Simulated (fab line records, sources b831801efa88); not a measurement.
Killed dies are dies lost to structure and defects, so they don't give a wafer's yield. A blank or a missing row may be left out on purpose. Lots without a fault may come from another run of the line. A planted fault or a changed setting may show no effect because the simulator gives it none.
fab line records | flow gf180mcu
record lots=24 wafers=72 last_day=34
route steps=602 shown HV_LDD@184 V1@353 MIM@506 V5@556 TOP_METAL@573
lots that met no fault: from a run of the same line without faults
start_h: hours from the record's first day to the start of the lot's first wafer shown | wait_h: hours since the lot's step before | " the same as in the row above | L1.1+2: a row that stands for several wafers | - no value, or no start given | * or withheld: withheld | < > ~ a bound
route shown NAME@n: a module of which the file shows steps, and the number in the route of the first | usual: mean/standard deviation of fault-free wafers | same: alike in all rows | chamber/n: place in a boat | sites: the reading at each site | _std_site: their standard deviation | _edge_site: outer sites' mean less inner sites' | radius_mm: how far each site lies from the wafer's centre | mask NAME#n: copy n | behind: the tool/chamber that last shaped the wafer | hold: why the lot was held/for how many hours/how that ended | device: the transistor (n, p or np) that didn't switch | end of line: the same wafers' tests at the end of the route | a step without rows: its recipe alone | killed: dies lost to structure and defects at the first sort, not the wafer's yield | map: a wafer's dies, x killed, . not, _ none there
set.NAME: the setting as run; set.NAME@STEP: as run at that earlier step | model.NAME: the simulator's own value behind a step, which no gauge read
steps of the route over a sample of lots; a table a step, a row a wafer
services: from which hour (start_h, from the record's first day; less than 0 if before it) a tool's chamber was out of use, for how many hours, and why
## steps
# step GF_HV_LDD_OVL_MEAS_08
# usual HV_LDD_OVL=-0.6/1.2
# columns lot.wafer tool chamber start_h wait_h HV_LDD_OVL[nm]
L074.1 overlay-02 - 216.58 0.1 0.7
L074.4 " - " " 1.1
L074.6 " - " " 0.0
L075.1 overlay-02 - 220.26 0.1 1.2
L075.2 " - " " -2.1
L075.6 " - " " 0.1
L076.1 overlay-02 - 231.78 0.1 -0.3
L076.2 " - " " 0.5
L076.4 " - " " -0.5
L077.2 overlay-01 - 239.78 0.1 -2.5
L077.5 " - " " -0.8
L077.6 " - " " -1.3
L078.1 overlay-02 - 247.68 0.1 -1.0
L078.2 " - " " -2.7
L078.3 " - " " -0.3
L079.2 overlay-01 - 254.22 0.1 -0.8
L079.4 " - " " -0.5
L079.5 " - " " -0.9
L081.1 overlay-02 - 268.41 0.1 -0.4
L081.2 " - " " 0.7
L081.3 " - " " -1.0
L080.1 overlay-01 - 268.42 0.1 -0.5
L080.4 " - " " -1.8
L080.6 " - " " -0.8
L082.2 overlay-01 - 277.17 0.1 0.1
L082.4 " - " " -0.8
L082.5 " - " " -2.2
L083.2 overlay-02 - 283.27 0.1 -0.1
L083.3 " - " " 1.0
L083.4 " - " " 1.4
L084.1 overlay-02 - 293.71 0.1 -0.7
L084.2 " - " " 0.1
L084.4 " - " " 0.1
L085.2 overlay-02 - 298.17 0.1 -0.8
L085.3 " - " " 0.2
L085.5 " - " " -1.5
L086.3 overlay-01 - 304.57 0.1 -1.5
L086.5 " - " " 0.4
L086.6 " - " " -1.0
L087.3 overlay-02 - 316.22 0.1 0.2
L087.4 " - " " -0.4
L087.6 " - " " 0.8
L088.2 overlay-02 - 317.93 0.1 -5.0
L088.4 " - " " -0.7
L088.5 " - " " -2.8
L089.1 overlay-02 - 325.93 0.1 -0.9
L089.4 " - " " 0.7
L089.5 " - " " -0.8
L090.1 overlay-02 - 334.61 0.1 -1.2
L090.4 " - " " -0.8
L090.6 " - " " -0.4
L091.2 overlay-02 - 339.58 0.1 0.4
L091.3 " - " " -0.8
L091.6 " - " " -0.1
L092.2 overlay-01 - 346.78 0.1 -1.3
L092.5 " - " " -1.7
L092.6 " - " " 0.3
L093.2 overlay-01 - 355.48 0.1 -1.4
L093.3 " - " " -2.8
L093.4 " - " " -0.9
L094.4 overlay-01 - 362.58 0.1 -2.2
L094.5 " - " " -1.9
L094.6 " - " " -1.8
L095.1 overlay-02 - 374.62 0.1 0.6
L095.5 " - " " -0.6
L095.6 " - " " -0.4
L096.2 overlay-01 - 380.96 0.1 0.6
L096.3 " - " " -1.7
L096.5 " - " " -1.5
L097.1 overlay-02 - 385.56 0.1 0.0
L097.5 " - " " 0.0
L097.6 " - " " -2.1
# step GF_V1_STRIP_18
# recipe chemistry=O2/N2 power_w=1400 pressure_mtorr=1500 platen_temp_c=250 o2_flow_sccm=3000 n2_flow_sccm=300 overash_fraction=0.5
# usual drypump_motor_current_A=6.40/0.24 heater_power_w=350/26 oes_product_au=0.593/0.0049
# columns lot.wafer tool chamber start_h wait_h drypump_motor_current_A heater_power_w oes_product_au rf_hours_counter_h
L074.1 plasma_asher-03 0 408.72 - 5.94 361 0.600 30
L074.4 " 0 " " 5.93 374 0.584 -
L074.6 " 1 " " 6.24 301 0.589 -
L075.1 plasma_asher-01 1 413.97 - 6.56 383 0.588 78
L075.2 " 0 " " 6.57 361 0.589 78
L075.6 " 0 " " 6.57 353 0.594 -
L076.1 plasma_asher-01 0 429.17 - 6.56 359 0.597 80
L076.2 " 1 " " 6.53 367 0.589 80
L076.4 " 0 " " 6.54 357 0.597 -
L077.2 plasma_asher-03 0 441.22 - 5.92 368 0.594 33
L077.5 " 1 " " 6.25 300 0.591 -
L077.6 " 0 " " 5.95 370 0.589 -
L078.1 plasma_asher-01 0 452.49 - 6.55 350 0.590 82
L078.2 " 1 " " 6.49 373 0.597 82
L078.3 " 1 " " 6.53 374 0.595 -
L079.2 plasma_asher-03 1 459.29 - 6.26 297 0.595 35
L079.4 " 0 " " 5.93 363 0.590 -
L079.5 " 0 " " 5.95 365 0.587 -
L081.1 plasma_asher-03 0 478.02 - 5.90 367 0.594 37
L081.2 " 1 " " 6.23 297 0.593 37
L081.3 " 0 " " 5.91 365 0.599 -
L080.1 plasma_asher-02 1 480.19 - 6.68 371 0.601 5
L080.4 " 1 " " 6.66 370 0.594 -
L080.6 " 0 " " 6.04 320 0.591 -
L082.2 plasma_asher-01 1 489.17 - 6.54 380 0.590 86
L082.4 " 0 " " 6.54 359 0.591 -
L082.5 " 1 " " 6.51 384 0.593 -
L083.2 plasma_asher-02 1 495.32 - 6.60 362 0.597 7
L083.3 " 1 " " 6.62 364 0.601 -
L083.4 " 0 " " 6.06 312 0.588 -
L084.1 plasma_asher-01 1 507.72 - 6.53 367 0.595 88
L084.2 " 0 " " 6.55 354 0.595 88
L084.4 " 0 " " 6.57 354 0.590 -
L085.2 plasma_asher-02 0 513.07 - 6.07 308 0.588 8
L085.3 " 1 " " 6.61 354 0.607 -
L085.5 " 1 " " 6.61 357 0.594 -
L086.3 plasma_asher-01 0 519.21 - 6.55 348 0.596 -
L086.5 " 1 " " 6.52 361 0.589 -
L086.6 " 0 " " 6.57 355 0.602 -
L087.3 plasma_asher-02 0 533.07 - 6.06 312 0.594 -
L087.4 " 1 " " 6.61 358 0.593 -
L087.6 " 1 " " 6.62 367 0.593 -
L088.2 plasma_asher-01 1 535.87 - 6.57 373 0.599 92
L088.4 " 1 " " 6.50 366 0.592 -
L088.5 " 0 " " 6.57 351 0.590 -
L089.1 plasma_asher-01 1 545.37 - 6.55 375 0.604 93
L089.4 " 1 " " 6.55 379 0.594 -
L089.5 " 0 " " 6.56 348 0.598 -
L090.1 plasma_asher-01 0 553.07 - 6.53 346 0.590 94
L090.4 " 0 " " 6.55 344 0.596 -
L090.6 " 1 " " 6.53 364 0.587 -
L091.2 plasma_asher-01 0 558.67 - 6.56 341 0.586 94
L091.3 " 0 " " 6.56 350 0.593 -
L091.6 " 0 " " 6.56 350 0.606 -
L092.2 plasma_asher-01 0 565.27 - 6.56 353 0.589 95
L092.5 " 1 " " 6.54 380 0.589 -
L092.6 " 0 " " 6.56 346 0.595 -
L093.2 plasma_asher-01 0 571.57 - 6.57 345 0.588 96
L093.3 " 0 " " 6.56 360 0.597 -
L093.4 " 1 " " 6.53 377 0.593 -
L094.4 plasma_asher-02 1 581.31 - 6.65 362 0.593 -
L094.5 " 1 " " 6.65 357 0.602 -
L094.6 " 0 " " 6.06 319 0.591 -
L095.1 plasma_asher-02 0 591.57 - 6.08 312 0.595 17
L095.5 " 1 " " 6.62 368 0.587 -
L095.6 " 0 " " 6.06 311 0.594 -
L096.2 plasma_asher-01 0 598.32 - 6.57 356 0.600 99
L096.3 " 0 " " 6.57 353 0.593 -
L096.5 " 1 " " 6.49 375 0.592 -
L097.1 plasma_asher-03 0 601.93 - 5.93 366 0.587 47
L097.5 " 1 " " 6.23 296 0.592 -
L097.6 " 0 " " 5.95 368 0.591 -
# step GF_MIM_SPUTTER_03
# recipe material=Ti target_thk_nm=10 substrate_temp_c=300 chamber_pressure_pa=0.3 power_w=3000 time_s=6.7
# usual throttle_valve_pct=29.7/0.85
# columns lot.wafer tool chamber start_h wait_h throttle_valve_pct
L074.1 pvd_sputter-01 - 561.01 0.0 29.1
L074.4 " - " " 28.8
L074.6 " - " " 28.5
L075.1 pvd_sputter-01 - 565.10 0.0 28.9
L075.2 " - " " 30.5
L075.6 " - " " 28.6
L076.1 pvd_sputter-01 - 578.85 0.0 29.6
L076.2 " - " " 29.8
L076.4 " - " " 28.8
L077.2 pvd_sputter-02 - 590.36 0.0 28.6
L077.5 " - " " 30.0
L077.6 " - " " 28.7
L078.1 pvd_sputter-03 - 600.47 0.0 30.0
L078.2 " - " " 30.3
L078.3 " - " " 31.9
L079.2 pvd_sputter-01 - 605.51 0.0 29.9
L079.4 " - " " 28.8
L079.5 " - " " 29.8
L081.1 pvd_sputter-01 - 621.83 0.0 30.5
L081.2 " - " " 28.7
L081.3 " - " " 29.7
L080.1 pvd_sputter-01 - 625.11 0.0 30.7
L080.4 " - " " 28.7
L080.6 " - " " 29.5
L082.2 pvd_sputter-02 - 632.94 0.0 29.9
L082.4 " - " " 28.8
L082.5 " - " " 29.8
L083.2 pvd_sputter-03 - 636.49 0.0 30.3
L083.3 " - " " 31.9
L083.4 " - " " 31.4
L084.1 pvd_sputter-02 - 648.27 0.0 28.4
L084.2 " - " " 28.9
L084.4 " - " " 29.2
L085.2 pvd_sputter-01 - 652.01 0.0 30.5
L085.3 " - " " 28.6
L085.5 " - " " 30.6
L086.3 pvd_sputter-02 - 656.96 0.0 28.8
L086.5 " - " " 29.3
L086.6 " - " " 28.9
L087.3 pvd_sputter-03 - 669.46 0.0 31.9
L087.4 " - " " 29.8
L087.6 " - " " 30.3
L088.2 pvd_sputter-01 - 673.44 0.0 29.3
L088.4 " - " " 30.0
L088.5 " - " " 30.5
L089.1 pvd_sputter-02 - 678.91 0.0 29.6
L089.4 " - " " 30.1
L089.5 " - " " 28.6
L090.1 pvd_sputter-01 - 688.25 0.0 30.5
L090.4 " - " " 28.7
L090.6 " - " " 29.2
L091.2 pvd_sputter-02 - 690.61 0.0 28.7
L091.3 " - " " 29.4
L091.6 " - " " 28.9
L092.2 pvd_sputter-03 - 698.12 0.0 31.5
L092.5 " - " " 32.0
L092.6 " - " " 29.9
L093.2 pvd_sputter-02 - 702.82 0.0 28.7
L093.3 " - " " 29.4
L093.4 " - " " 29.9
L094.4 pvd_sputter-02 - 711.16 0.0 29.5
L094.5 " - " " 29.1
L094.6 " - " " 29.8
L095.1 pvd_sputter-02 - 720.49 0.0 29.7
L095.5 " - " " 28.7
L095.6 " - " " 29.8
L096.2 pvd_sputter-02 - 724.26 0.0 30.2
L096.3 " - " " 29.5
L096.5 " - " " 28.8
L097.1 pvd_sputter-01 - 727.50 0.0 28.9
L097.5 " - " " 29.3
L097.6 " - " " 30.1
# step GF_MIM_THK_MEAS_06
# recipe reads=Si3N4_of_MIM_CVD_05
# usual MIM_CVD_05_THK=42.0/0.61
# columns lot.wafer tool chamber start_h wait_h MIM_CVD_05_THK[nm]
L074.1 film_metro-01 - 561.13 0.0 41.9
L074.4 " - " " 42.0
L074.6 " - " " 42.7
L075.1 film_metro-01 - 565.19 0.0 41.9
L075.2 " - " " 41.7
L075.6 " - " " 42.4
L076.1 film_metro-03 - 578.94 0.0 41.0
L076.2 " - " " 41.6
L076.4 " - " " 42.9
L077.2 film_metro-01 - 590.46 0.0 41.0
L077.5 " - " " 41.3
L077.6 " - " " 41.2
L078.1 film_metro-04 - 600.56 0.0 41.6
L078.2 " - " " 41.6
L078.3 " - " " 41.9
L079.2 film_metro-03 - 605.61 0.0 41.2
L079.4 " - " " 41.9
L079.5 " - " " 41.9
L081.1 film_metro-01 - 621.92 0.0 42.0
L081.2 " - " " 41.6
L081.3 " - " " 41.7
L080.1 film_metro-01 - 625.20 0.0 42.5
L080.4 " - " " 43.1
L080.6 " - " " 42.7
L082.2 film_metro-04 - 633.05 0.0 41.7
L082.4 " - " " 42.1
L082.5 " - " " 42.1
L083.2 film_metro-01 - 636.59 0.0 41.7
L083.3 " - " " 41.8
L083.4 " - " " 41.9
L084.1 film_metro-01 - 648.36 0.0 42.9
L084.2 " - " " 42.6
L084.4 " - " " 43.4
L085.2 film_metro-01 - 652.11 0.0 42.2
L085.3 " - " " 42.1
L085.5 " - " " 42.1
L086.3 film_metro-04 - 657.08 0.0 41.1
L086.5 " - " " 41.4
L086.6 " - " " 41.7
L087.3 film_metro-03 - 669.57 0.0 42.1
L087.4 " - " " 42.8
L087.6 " - " " 42.8
L088.2 film_metro-03 - 673.54 0.0 42.2
L088.4 " - " " 42.8
L088.5 " - " " 42.8
L089.1 film_metro-04 - 679.00 0.0 42.1
L089.4 " - " " 42.3
L089.5 " - " " 42.9
L090.1 film_metro-01 - 688.35 0.0 41.7
L090.4 " - " " 41.7
L090.6 " - " " 41.9
L091.2 film_metro-01 - 690.72 0.0 41.0
L091.3 " - " " 41.3
L091.6 " - " " 41.4
L092.2 film_metro-01 - 698.22 0.0 42.4
L092.5 " - " " 42.4
L092.6 " - " " 42.4
L093.2 film_metro-03 - 702.93 0.0 42.1
L093.3 " - " " 41.3
L093.4 " - " " 43.2
L094.4 film_metro-04 - 711.29 0.0 42.0
L094.5 " - " " 42.3
L094.6 " - " " 42.1
L095.1 film_metro-01 - 720.58 0.0 41.8
L095.5 " - " " 41.9
L095.6 " - " " 42.1
L096.2 film_metro-01 - 724.37 0.0 41.4
L096.3 " - " " 42.0
L096.5 " - " " 42.4
L097.1 film_metro-04 - 727.60 0.0 41.0
L097.5 " - " " 41.8
L097.6 " - " " 42.1
# step GF_V5_ETCH_16
# recipe chemistry=N2/H2 target_depth_a=withheld overetch_a=withheld time_s=withheld target=BARC ion_energy_ev=200 source_w=500 bias_w=100 pressure_mtorr=30 n2_flow_sccm=100 h2_flow_sccm=200
# usual drypump_motor_current_A=5.7/0.5 oes_product_au=0.856/0.0048 rf_fwd_power_W=495.2/2.1 throttle_valve_pct=13.225/0.01
# columns lot.wafer tool chamber start_h wait_h drypump_motor_current_A oes_product_au rf_fwd_power_W throttle_valve_pct
L074.1 rie_diel-01 1 627.44 0.0 5.9 0.850 493.4 13.216
L074.4 " 2 " " 5.6 0.857 495.3 13.219
L074.6 " 3 " " 6.3 0.861 496.3 13.214
L075.1 rie_diel-04 0 630.90 0.0 5.4 0.852 496.2 13.230
L075.2 " 3 " " 5.6 0.859 493.2 13.238
L075.6 " 3 " " 5.6 0.853 492.2 13.229
L076.1 rie_diel-01 2 643.94 0.0 5.6 0.858 496.1 13.219
L076.2 " 1 " " 5.9 0.846 491.4 13.217
L076.4 " 3 " " 6.3 0.851 496.0 13.225
L077.2 rie_diel-04 3 654.29 0.0 5.5 0.852 497.7 13.233
L077.5 " 1 " " 5.1 0.853 493.7 13.253
L077.6 " 3 " " 5.6 0.850 498.3 13.226
L078.1 rie_diel-02 2 663.25 0.0 6.8 0.864 496.5 13.220
L078.2 " 3 " " 5.0 0.856 491.9 13.231
L078.3 " 0 " " 5.6 0.861 493.5 13.224
L079.2 rie_diel-01 2 667.94 0.0 5.6 0.862 494.7 13.227
L079.4 " 1 " " 5.9 0.855 491.0 13.217
L079.5 " 3 " " 6.3 0.851 493.2 13.231
L081.1 rie_diel-02 0 682.79 0.0 5.6 0.857 495.3 13.240
L081.2 " 3 " " 5.0 0.863 496.3 13.215
L081.3 " 2 " " 6.8 0.858 498.7 13.217
L080.1 rie_diel-02 0 684.53 0.0 5.6 0.857 495.4 13.248
L080.4 " 1 " " 6.4 0.852 498.7 13.206
L080.6 " 0 " " 5.6 0.862 497.3 13.235
L082.2 rie_diel-04 3 693.29 0.0 5.6 0.856 495.0 13.230
L082.4 " 1 " " 5.1 0.854 497.2 13.224
L082.5 " 3 " " 5.6 0.861 496.2 13.224
L083.2 rie_diel-01 3 696.84 0.0 6.3 0.859 498.5 13.228
L083.3 " 1 " " 5.9 0.861 490.6 13.212
L083.4 " 2 " " 5.6 0.849 495.2 13.237
L084.1 rie_diel-04 1 706.94 0.0 5.1 0.854 493.3 13.232
L084.2 " 0 " " 5.4 0.852 498.8 13.210
L084.4 " 2 " " 5.6 0.870 494.6 13.223
L085.2 rie_diel-04 2 711.04 0.0 5.6 0.863 496.1 13.209
L085.3 " 1 " " 5.1 0.865 492.7 13.234
L085.5 " 3 " " 5.6 0.844 497.7 13.231
L086.3 rie_diel-02 0 715.95 0.0 5.6 0.851 499.0 13.247
L086.5 " 1 " " 6.4 0.864 499.3 13.230
L086.6 " 2 " " 6.8 0.852 494.5 13.237
L087.3 rie_diel-04 2 725.64 0.0 5.7 0.856 494.8 13.222
L087.4 " 0 " " 5.4 0.859 496.7 13.224
L087.6 " 2 " " 5.7 0.851 494.3 13.204
L088.2 rie_diel-04 1 730.94 0.0 5.1 0.850 496.2 13.207
L088.4 " 0 " " 5.4 0.862 497.4 13.227
L088.5 " 0 " " 5.4 0.852 493.7 13.236
L089.1 rie_diel-01 1 735.39 0.0 5.9 0.859 491.0 13.227
L089.4 " 0 " " 6.1 0.853 492.4 13.224
L089.5 " 1 " " 5.9 0.855 491.9 13.226
L090.1 rie_diel-04 1 743.69 0.0 5.1 0.858 493.6 13.223
L090.4 " 3 " " 5.6 0.853 493.0 13.216
L090.6 " 1 " " 5.1 0.849 492.3 13.217
L091.2 rie_diel-01 0 746.59 0.0 6.1 0.856 496.1 13.224
L091.3 " 1 " " 5.9 0.855 490.5 13.228
L091.6 " 1 " " 5.9 0.861 493.6 13.229
L092.2 rie_diel-02 0 753.09 0.0 5.6 0.852 494.6 13.239
L092.5 " 2 " " 6.8 0.854 496.1 13.208
L092.6 " 1 " " 6.4 0.863 495.8 13.206
L093.2 rie_diel-04 1 757.60 0.0 5.1 0.857 495.1 13.225
L093.3 " 2 " " 5.7 0.863 494.9 13.234
L093.4 " 0 " " 5.4 0.854 496.5 13.226
L094.4 rie_diel-04 2 763.79 0.0 5.6 0.854 497.3 13.223
L094.5 " 2 " " 5.7 0.850 497.2 13.211
L094.6 " 1 " " 5.1 0.856 497.1 13.209
L095.1 rie_diel-02 3 773.15 0.0 5.0 0.855 493.2 13.224
L095.5 " 3 " " 5.0 0.855 493.4 13.224
L095.6 " 2 " " 6.8 0.848 495.0 13.233
L096.2 rie_diel-02 2 776.85 0.0 6.7 0.849 495.3 13.248
L096.3 " 3 " " 5.0 0.851 490.9 13.218
L096.5 " 3 " " 5.0 0.856 490.5 13.223
L097.1 rie_diel-04 1 778.45 0.0 5.1 0.861 494.6 13.233
L097.5 " 0 " " 5.4 0.861 497.8 13.230
L097.6 " 3 " " 5.6 0.855 495.1 13.221
# step GF_TOP_METAL_THK_MEAS_06
# recipe thk_meas_gauge=xrf reads=AlCu_of_TOP_METAL_SPUTTER_02
# usual TOP_METAL_ALCU_THK=902/9.3
# columns lot.wafer tool chamber start_h wait_h TOP_METAL_ALCU_THK[nm]
L074.1 film_metro-04 - 629.19 0.1 899
L074.4 " - " " 899
L074.6 " - " " 902
L075.1 film_metro-04 - 632.65 0.1 907
L075.2 " - " " 904
L075.6 " - " " 898
L076.1 film_metro-01 - 645.69 0.1 909
L076.2 " - " " 895
L076.4 " - " " 915
L077.2 film_metro-02 - 656.05 0.1 898
L077.5 " - " " 909
L077.6 " - " " 904
L078.1 film_metro-01 - 665.00 0.1 897
L078.2 " - " " 891
L078.3 " - " " 898
L079.2 film_metro-02 - 669.70 0.1 892
L079.4 " - " " 881
L079.5 " - " " 884
L081.1 film_metro-04 - 684.51 0.1 913
L081.2 " - " " 916
L081.3 " - " " 909
L080.1 film_metro-02 - 686.34 0.1 894
L080.4 " - " " 907
L080.6 " - " " 897
L082.2 film_metro-01 - 695.14 0.1 887
L082.4 " - " " 895
L082.5 " - " " 895
L083.2 film_metro-04 - 698.74 0.1 918
L083.3 " - " " 919
L083.4 " - " " 918
L084.1 film_metro-04 - 708.70 0.1 893
L084.2 " - " " 900
L084.4 " - " " 891
L085.2 film_metro-04 - 712.77 0.1 899
L085.3 " - " " 892
L085.5 " - " " 886
L086.3 film_metro-01 - 717.72 0.1 908
L086.5 " - " " 912
L086.6 " - " " 910
L087.3 film_metro-01 - 727.39 0.1 883
L087.4 " - " " 886
L087.6 " - " " 892
L088.2 film_metro-01 - 732.67 0.1 914
L088.4 " - " " 900
L088.5 " - " " 903
L089.1 film_metro-04 - 737.11 0.1 897
L089.4 " - " " 903
L089.5 " - " " 906
L090.1 film_metro-01 - 745.70 0.1 901
L090.4 " - " " 906
L090.6 " - " " 897
L091.2 film_metro-02 - 748.50 0.1 911
L091.3 " - " " 914
L091.6 " - " " 912
L092.2 film_metro-02 - 754.82 0.1 887
L092.5 " - " " 886
L092.6 " - " " 887
L093.2 film_metro-01 - 759.33 0.1 892
L093.3 " - " " 892
L093.4 " - " " 900
L094.4 film_metro-01 - 765.75 0.1 902
L094.5 " - " " 891
L094.6 " - " " 895
L095.1 film_metro-04 - 775.29 0.1 906
L095.5 " - " " 912
L095.6 " - " " 912
L096.2 film_metro-04 - 778.71 0.1 917
L096.3 " - " " 916
L096.5 " - " " 901
L097.1 film_metro-04 - 780.19 0.1 912
L097.5 " - " " 919
L097.6 " - " " 906
## services
# columns tool chamber start_h hours kind
plasma_asher-02 - 421.25 9.0 pm
rie_diel-02 - 422.16 15.6 pm
rie_diel-04 0 425.36 22.8 repair
rie_diel-01 0 445.46 1.9 repair
pvd_sputter-01 - 449.63 1.9 repair
plasma_asher-01 - 457.37 2.8 pm
rie_diel-02 2 488.14 8.9 repair
rie_diel-04 3 493.50 11.5 repair
rie_diel-02 3 495.74 12.8 repair
pvd_sputter-01 - 496.08 0.5 repair
rie_diel-04 1 521.73 7.6 repair
rie_diel-01 3 526.99 4.4 repair
rie_diel-02 3 530.97 7.8 repair
rie_diel-04 2 535.31 9.2 repair
rie_diel-04 2 584.08 9.1 repair
pvd_sputter-02 - 599.30 5.0 repair
rie_diel-01 - 604.81 0.7 repair
rie_diel-04 0 651.51 4.7 repair
plasma_asher-02 - 667.96 2.8 pm
rie_diel-04 - 679.89 2.8 pm
rie_diel-02 - 684.70 0.3 repair
plasma_asher-01 - 733.75 9.0 pm
pvd_sputter-02 - 762.36 4.0 repair
rie_diel-02 1 772.08 4.6 repair
## key
fault none
